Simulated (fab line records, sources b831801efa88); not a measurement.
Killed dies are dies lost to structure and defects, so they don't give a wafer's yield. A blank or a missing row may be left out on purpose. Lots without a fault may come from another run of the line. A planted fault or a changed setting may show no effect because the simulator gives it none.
Which tool did it? | flow sky130 | 11 lots, 33 wafers sampled, at 5 steps of a route of 708

WHAT THE GAUGES READ, wafer by wafer
SKY_FIELD_ISO_THK_MEAS_02. Usual: FIELD_ISO_OXIDATION_00_THK 12.04 nm, standard deviation 0.21.
lot  | measured    | on            | FIELD_ISO_OXIDATION_00_THK (nm) | flag
L878 | day 1 11:38 | film_metro-02 | 11.78 11.91 11.78               |
L880 | day 1 21:56 | film_metro-04 | 11.91 12.01 11.95               |
L881 | day 2 02:41 | film_metro-03 | 11.94 12.04 12.01               |
L884 | day 2 17:38 | film_metro-03 | 12.18 12.20 12.25               |
L885 | day 2 22:40 | film_metro-03 | 12.44 12.10 12.13               |
L886 | day 3 04:46 | film_metro-02 | 12.44 12.45 12.58               |
L887 | day 3 08:56 | film_metro-02 | 11.98 11.95 11.96               |
L888 | day 3 13:38 | film_metro-03 | 11.87 11.89 11.82               |
L889 | day 3 20:05 | film_metro-03 | 11.89 11.83 11.79               |
L893 | day 4 15:11 | film_metro-04 | 11.80 11.70 11.91               |
L901 | day 6 06:38 | film_metro-04 | 11.88 11.81 12.16               |

SKY_PWDE_TW_MEAS_10. Usual: PWDE_TW 373.1, standard deviation 1.8.
lot  | measured    | on            | PWDE_TW           | flag
L878 | day 3 19:32 | film_metro-02 | 374.9 375.0 373.3 |
L880 | day 4 09:44 | film_metro-01 | 372.2 371.5 372.8 |
L881 | day 4 15:03 | film_metro-01 | 372.0 372.1 372.6 |
L884 | day 5 07:26 | film_metro-03 | 370.5 371.9 370.3 |
L885 | day 5 13:47 | film_metro-02 | 376.9 376.3 375.7 |
L886 | day 5 17:39 | film_metro-01 | 373.6 373.6 373.8 |
L887 | day 5 20:26 | film_metro-01 | 374.2 375.8 374.2 |
L888 | day 6 02:44 | film_metro-02 | 374.1 373.8 374.4 |
L889 | day 6 08:25 | film_metro-03 | 371.3 370.2 370.8 |
L893 | day 7 14:55 | film_metro-03 | 368.7 369.1 367.0 |
L901 | day 9 08:38 | film_metro-03 | 371.7 371.1 371.3 |

SKY_NWELL_RS_MEAS_31: measures by four-point-probe. Usual: PWDE_RS 5279 ohm/sq, standard deviation 18.
lot  | measured     | on            | PWDE_RS (ohm/sq)              | flag
L878 | day 5 07:11  | film_metro-02 | 5275 5285 5292                |
L880 | day 5 20:18  | film_metro-01 | 5264 5239 5271                |
L881 | day 6 02:50  | film_metro-01 | 5293 5283 5263                |
L884 | day 6 19:53  | film_metro-03 | 5269 5283 5293                |
L885 | day 7 02:35  | film_metro-02 | 5274 5272 5272                |
L886 | day 7 07:43  | film_metro-01 | 5275 5282 5276                |
L887 | day 7 10:47  | film_metro-01 | 5257 5243 5260                |
L888 | day 7 17:56  | film_metro-01 | 5275 5277 5289                |
L889 | day 7 23:46  | film_metro-03 | 5409 5434 5419 5398 5414 5425 | OFF
L893 | day 9 10:17  | film_metro-01 | 5424 5414 5441 5423 5420 5436 | OFF
L901 | day 11 04:29 | film_metro-03 | 5284 5291 5300                |

WHICH TOOL RAN EACH LOT (tool, then ch and the chambers of the sampled wafers, then the start)
lot  | SKY_FIELD_ISO_ETCH_14             | SKY_PWDE_IMPLANT_08
L878 | rie_diel-03 ch 0,1,3, day 2 03:50 | implanter-04 ch 0, day 3 19:17
L880 | rie_diel-04 ch 0,1,2, day 2 18:33 | implanter-03 ch 0, day 4 09:29
L881 | rie_diel-04 ch 0,1, day 2 23:37   | implanter-01 ch 0, day 4 14:48
L884 | rie_diel-03 ch 1,2, day 3 12:11   | implanter-04 ch 0, day 5 07:11
L885 | rie_diel-03 ch 0,1, day 3 16:51   | implanter-01 ch 0, day 5 13:35
L886 | rie_diel-01 ch 0,2, day 3 22:49   | implanter-01 ch 0, day 5 17:24
L887 | rie_diel-04 ch 0,1,2, day 4 03:09 | implanter-01 ch 0, day 5 20:11
L888 | rie_diel-04 ch 1,3, day 4 08:06   | implanter-04 ch 0, day 6 02:30
L889 | rie_diel-01 ch 0,2,3, day 4 14:32 | implanter-01 ch 0, day 6 08:11
L893 | rie_diel-04 ch 0,2, day 5 11:29   | implanter-01 ch 0, day 7 14:42
L901 | rie_diel-03 ch 0,2,3, day 7 09:00 | implanter-03 ch 0, day 9 08:23
- SKY_FIELD_ISO_ETCH_14: etches BARC in N2/H2, stops on SiO2, time 45.9 s, target depth 60 nm.
- SKY_PWDE_IMPLANT_08

WHAT THE TOOLS THEMSELVES READ (means of the sampled wafers that have a number; where no wafer has one, the mark that the record gives instead)
SKY_FIELD_ISO_ETCH_14. Usual: chamber_pressure_mTorr 30.001 mTorr, standard deviation 0.025; drypump_motor_current_A 5.7 A, standard deviation 0.4; h2_flow_sccm 200.0 sccm, standard deviation 0.58; oes_product_au 0.856 a.u., standard deviation 0.0044; throttle_valve_pct 13.224 %, standard deviation 0.009.
lot  | tool        | chamber_pressure_mTorr (mTorr) | drypump_motor_current_A (A) | h2_flow_sccm (sccm) | oes_product_au (a.u.) | throttle_valve_pct (%) | flag
L878 | rie_diel-03 | 30.023                         | 5.3                         | 200.0               | 0.856                 | 13.217                 |
L880 | rie_diel-04 | 29.995                         | 6.0                         | 200.4               | 0.854                 | 13.228                 |
L881 | rie_diel-04 | 29.986                         | 6.1                         | 200.3               | 0.854                 | 13.235                 |
L884 | rie_diel-03 | 30.006                         | 5.7                         | 199.7               | 0.855                 | 13.226                 |
L885 | rie_diel-03 | 29.996                         | 5.5                         | 199.5               | 0.855                 | 13.225                 |
L886 | rie_diel-01 | 30.002                         | 5.6                         | 199.3               | 0.856                 | 13.216                 |
L887 | rie_diel-04 | 29.994                         | 6.0                         | 199.9               | 0.859                 | 13.227                 |
L888 | rie_diel-04 | 29.987                         | 6.0                         | 199.8               | 0.853                 | 13.232                 |
L889 | rie_diel-01 | 30.017                         | 5.4                         | 199.8               | 0.856                 | 13.236                 |
L893 | rie_diel-04 | 30.021                         | 5.7                         | 199.9               | 0.858                 | 13.223                 |
L901 | rie_diel-03 | 29.987                         | 5.4                         | 200.3               | 0.857                 | 13.231                 |

SKY_PWDE_IMPLANT_08. Usual: dose_ions_cm2 3.6e+12, standard deviation 3.6e+09.
lot  | tool         | dose_ions_cm2 | flag
L878 | implanter-04 | 3.6e+12       |
L880 | implanter-03 | 3.6e+12       |
L881 | implanter-01 | 3.6e+12       |
L884 | implanter-04 | 3.6e+12       |
L885 | implanter-01 | 3.6e+12       |
L886 | implanter-01 | 3.6e+12       |
L887 | implanter-01 | 3.6e+12       |
L888 | implanter-04 | 3.6e+12       |
L889 | implanter-01 | 3.5e+12       | OFF
L893 | implanter-01 | 3.5e+12       | OFF
L901 | implanter-03 | 3.6e+12       |

THE ANSWER, worked out from the rows above alone
Rule: a lot is off if the mean of its wafers that have a number lies more than 3 standard deviations from the usual mean. A lot without any number at a reading at which 4 lots or more have one is off too. The other lots that the step has rows for count as sound. The gauges are gone through in route order, then the tools' own readings, and for those a lot's mean is taken as printed above. The first step at which some lot is off is used, and at that step the reading that is off furthest; a lot without a number counts as furthest.
Off: L889, L893, at SKY_NWELL_RS_MEAS_31 (PWDE_RS).
A tool fits if, at a process step before that reading, it ran every lot that is off, and no sound lot after the first of them. The gauges at SKY_NWELL_RS_MEAS_31 aren't tried: what is off there is off at SKY_PWDE_IMPLANT_08 too, on other tools, and a gauge's error can't cause that. One fits: implanter-01 at SKY_PWDE_IMPLANT_08. Its last sound lot is L887 (day 5 20:11), its first lot that is off L889 (day 6 08:11): a fault that began between those two fits.
The tool's own readings at SKY_PWDE_IMPLANT_08 bear it out: on the lots that are off they differ by more than 5 times the standard deviation of the sound lots' means. dose_ions_cm2 reads 3.5e+12 there against 3.6e+12 on the sound lots.

WHAT THE SIMULATOR HAD PUT IN
Process parameter drift: implanter-01, from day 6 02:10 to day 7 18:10, at SKY_PWDE_IMPLANT_08. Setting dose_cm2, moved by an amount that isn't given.
Lots struck among those shown: L889, L893. The rule above found the same.
